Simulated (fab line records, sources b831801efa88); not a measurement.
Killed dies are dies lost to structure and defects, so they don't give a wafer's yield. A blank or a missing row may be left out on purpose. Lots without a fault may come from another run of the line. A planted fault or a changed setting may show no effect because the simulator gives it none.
One fault seen from 2 desks | flow sky130 | each desk has only its own numbers; what lay behind them comes last

THE TOOL OWNER'S DESK: rie_metal-03
The tool's own readings at SKY_METAL2_METAL_ETCH_19 (etches the open film in Cl2/BCl3, stops on SiO2, target depth 360 nm, time 78 s): means of the sampled wafers that have a number, for each lot that ran on this tool. A lot is out of limits, marked OUT, if its mean lies more than 4 standard deviations from the usual mean; the brackets give that distance.
Columns: A = drypump_motor_current_A at SKY_METAL2_METAL_ETCH_19, usual 5.9 A; B = mfc_cl2_sccm at SKY_METAL2_METAL_ETCH_19, usual 59.98 sccm; C = oes_product_au at SKY_METAL2_METAL_ETCH_19, usual 0.855 a.u.; D = run_length_s at SKY_METAL2_METAL_ETCH_19, usual 106.2 s; E = throttle_valve_pct at SKY_METAL2_METAL_ETCH_19, usual 22.264 %
lot  | first seen here | A   | B     | C               | D               | E
L136 | day 36 15:36    | 5.9 | 60.05 | 0.848           | 106.3           | 22.252
L138 | day 36 20:16    | 5.8 | 60.05 | 0.920 (+11) OUT | 101.5 (-12) OUT | 22.268
L139 | day 37 01:49    | 6.1 | 60.06 | 0.972 (+20) OUT | 96.8 (-23) OUT  | 22.268
L149 | day 40 14:58    | 5.6 | 59.83 | 0.855           | 106.2           | 22.266
L151 | day 41 00:44    | 5.6 | 59.96 | 0.853           | 106.1           | 22.265
L155 | day 42 00:07    | 6.1 | 60.33 | 0.857           | 106.5           | 22.259
L156 | day 42 02:54    | 5.9 | 59.99 | 0.854           | 106.5           | 22.275
This desk's finding: out of limits on L138, L139; first on L138, day 36 20:16 (oes_product_au at SKY_METAL2_METAL_ETCH_19). In limits: L136, L149, L151, L155, L156.

THE METROLOGY DESK
What the gauges read, lot by lot, whatever tool the lot ran on: means of the sampled wafers that have a number. A lot is out of limits, marked OUT, if its mean lies more than 4 standard deviations from the usual mean; the brackets give that distance.
Columns: A = METAL1_OVL at SKY_METAL1_OVL_MEAS_16, usual 0 nm; B = VIA1_OVL at SKY_VIA1_OVL_MEAS_13, usual -4 nm
lot  | first seen here | A  | B
L133 | day 32 19:57    | -1 | -2
L134 | day 33 00:06    | 2  | -8
L136 | day 34 07:06    | 2  | -2
L138 | day 34 11:29    | -0 | -4
L139 | day 34 18:18    | -2 | -4
L149 | day 38 10:11    | 5  | 0
L151 | day 38 20:03    | -4 | 0
L152 | day 39 01:54    | -5 | 1
L153 | day 39 06:08    | 3  | 4
L155 | day 39 18:47    | 6  | -7
L156 | day 39 22:10    | 2  | -10
This desk's finding: nothing out of limits on any of the 11 lots.

PUT TOGETHER
The tool owner's desk could have raised an alarm at day 36 20:16, on L138, L139.
The metrology desk saw nothing out of limits.
The metrology desk has L138, L139 on record, within its limits.
Of the lots named, all ran SKY_METAL2_METAL_ETCH_19 on rie_metal-03.

WHAT THE SIMULATOR HAD PUT IN
Process parameter drift: rie_metal-03, from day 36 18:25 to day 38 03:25, at SKY_METAL2_METAL_ETCH_19. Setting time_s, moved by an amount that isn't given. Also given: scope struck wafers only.
Lots struck among those shown: L138, L139.
Hours from the fault's start to each desk's first reading out of limits: the tool owner's desk, 2.
